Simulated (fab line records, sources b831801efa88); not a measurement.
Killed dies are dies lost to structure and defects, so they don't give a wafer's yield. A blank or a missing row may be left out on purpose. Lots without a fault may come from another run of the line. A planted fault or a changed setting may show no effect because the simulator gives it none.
Which tool did it? | flow gf180mcu | 13 lots, 39 wafers sampled, at 4 steps of a route of 602

WHAT THE GAUGES READ, wafer by wafer
GF_PASSIVATION_THK_MEAS_03. Usual: PASSIVATION_CVD_02_THK 698 nm, standard deviation 9.2.
lot  | measured     | on            | PASSIVATION_CVD_02_THK (nm) | flag
L848 | day 28 01:50 | film_metro-04 | 686 700 704                 |
L850 | day 28 12:17 | film_metro-03 | 695 687 690                 |
L851 | day 29 01:41 | film_metro-03 | 689 699 699                 |
L852 | day 29 12:12 | film_metro-03 | 688 710 705                 |
L853 | day 29 21:59 | film_metro-02 | 697 712 706                 |
L856 | day 30 15:20 | film_metro-04 | 709 712 709                 |
L861 | day 32 00:32 | film_metro-02 | 709 720 722                 |
L862 | day 32 04:31 | film_metro-04 | 687 700 707                 |
L865 | day 32 23:54 | film_metro-04 | 690 693 697                 |
L866 | day 33 03:26 | film_metro-03 | 698 714 710                 |
L868 | day 33 13:49 | film_metro-02 | 690 700 704                 |
L869 | day 33 23:03 | film_metro-03 | 692 690 695                 |
L871 | day 34 07:13 | film_metro-02 | 695 702 704                 |

WHICH TOOL RAN EACH LOT (tool, then ch and the chambers of the sampled wafers, then the start)
lot  | GF_V4_CVD_00                     | GF_V5_SPUTTER_22             | GF_PASSIVATION_CVD_00
L848 | hdpcvd-01 ch 1,2, day 23 07:53   | pvd_sputter-01, day 27 03:56 | pecvd-02 ch 0,1,2, day 28 01:23
L850 | hdpcvd-01 ch 1,2, day 23 20:29   | pvd_sputter-02, day 27 13:58 | pecvd-01 ch 0,1, day 28 11:52
L851 | hdpcvd-01 ch 0,1, day 24 12:56   | pvd_sputter-02, day 28 04:50 | pecvd-01 ch 1,2, day 29 01:15
L852 | hdpcvd-01 ch 0,1,2, day 24 23:02 | pvd_sputter-03, day 28 15:03 | pecvd-04 ch 0,1,2, day 29 11:46
L853 | hdpcvd-01 ch 0,1,2, day 25 11:33 | pvd_sputter-03, day 29 01:53 | pecvd-01 ch 0,1,2, day 29 21:33
L856 | hdpcvd-02 ch 0,1,2, day 26 08:03 | pvd_sputter-01, day 29 18:56 | pecvd-04 ch 0,1, day 30 14:55
L861 | hdpcvd-02 ch 0,1,2, day 27 22:06 | pvd_sputter-01, day 31 05:20 | pecvd-04 ch 1,2, day 32 00:07
L862 | hdpcvd-02 ch 0,1,2, day 28 01:15 | pvd_sputter-03, day 31 09:13 | pecvd-02 ch 0,1, day 32 04:04
L865 | hdpcvd-02 ch 0,2, day 28 23:31   | pvd_sputter-02, day 32 05:11 | pecvd-02 ch 0,1,2, day 32 23:28
L866 | hdpcvd-01 ch 1,2, day 29 04:32   | pvd_sputter-03, day 32 09:49 | pecvd-02 ch 0,1,2, day 33 03:01
L868 | hdpcvd-02 ch 1,2, day 29 16:20   | pvd_sputter-03, day 32 19:49 | pecvd-04 ch 1,2, day 33 13:22
L869 | hdpcvd-01 ch 0,2, day 30 02:34   | pvd_sputter-01, day 33 05:01 | pecvd-01 ch 0,1,2, day 33 22:37
L871 | hdpcvd-02 ch 0,1,2, day 30 13:40 | pvd_sputter-01, day 33 13:05 | pecvd-02 ch 0,1,2, day 34 06:48
- GF_V4_CVD_00: deposits SiO2, target thk 600 nm, time 100 s.
- GF_V5_SPUTTER_22: material TiN, target thk 10 nm, time 40 s.
- GF_PASSIVATION_CVD_00: deposits SiO2 from TEOS, target thk 1000 nm, time 111.95 s.

WHAT THE TOOLS THEMSELVES READ (means of the sampled wafers that have a number; where no wafer has one, the mark that the record gives instead)
GF_V5_SPUTTER_22. Usual: throttle_valve_pct 29.8 %, standard deviation 0.96.
lot  | tool           | throttle_valve_pct (%) | flag
L848 | pvd_sputter-01 | 30.6                   |
L850 | pvd_sputter-02 | 29.1                   |
L851 | pvd_sputter-02 | 29.9                   |
L852 | pvd_sputter-03 | 29.5                   |
L853 | pvd_sputter-03 | 29.5                   |
L856 | pvd_sputter-01 | 29.9                   |
L861 | pvd_sputter-01 | 30.0                   |
L862 | pvd_sputter-03 | 29.2                   |
L865 | pvd_sputter-02 | 27.8                   |
L866 | pvd_sputter-03 | 30.1                   |
L868 | pvd_sputter-03 | 29.6                   |
L869 | pvd_sputter-01 | 30.3                   |
L871 | pvd_sputter-01 | 30.5                   |

GF_PASSIVATION_CVD_00. Usual: heater_power_w 661 W, standard deviation 91; rf_fwd_power_W 597.3 W, standard deviation 2.
lot  | tool     | heater_power_w (W) | rf_fwd_power_W (W) | flag
L848 | pecvd-02 | 618                | 596.9              |
L850 | pecvd-01 | 696                | 597.5              |
L851 | pecvd-01 | 660                | 596.4              |
L852 | pecvd-04 | 646                | 597.0              |
L853 | pecvd-01 | 726                | 596.7              |
L856 | pecvd-04 | 692                | 596.0              |
L861 | pecvd-04 | 594                | 597.9              |
L862 | pecvd-02 | 672                | 599.0              |
L865 | pecvd-02 | 633                | 598.6              |
L866 | pecvd-02 | 617                | 598.9              |
L868 | pecvd-04 | 688                | 596.9              |
L869 | pecvd-01 | 716                | 596.5              |
L871 | pecvd-02 | 581                | 597.8              |

THE ANSWER, worked out from the rows above alone
Rule: a lot is off if the mean of its wafers that have a number lies more than 3 standard deviations from the usual mean. A lot without any number at a reading at which 4 lots or more have one is off too. The other lots that the step has rows for count as sound. The gauges are gone through in route order, then the tools' own readings, and for those a lot's mean is taken as printed above. The first step at which some lot is off is used, and at that step the reading that is off furthest; a lot without a number counts as furthest.
No lot is off at any reading shown: from this, nothing can be told.

WHAT THE SIMULATOR HAD PUT IN
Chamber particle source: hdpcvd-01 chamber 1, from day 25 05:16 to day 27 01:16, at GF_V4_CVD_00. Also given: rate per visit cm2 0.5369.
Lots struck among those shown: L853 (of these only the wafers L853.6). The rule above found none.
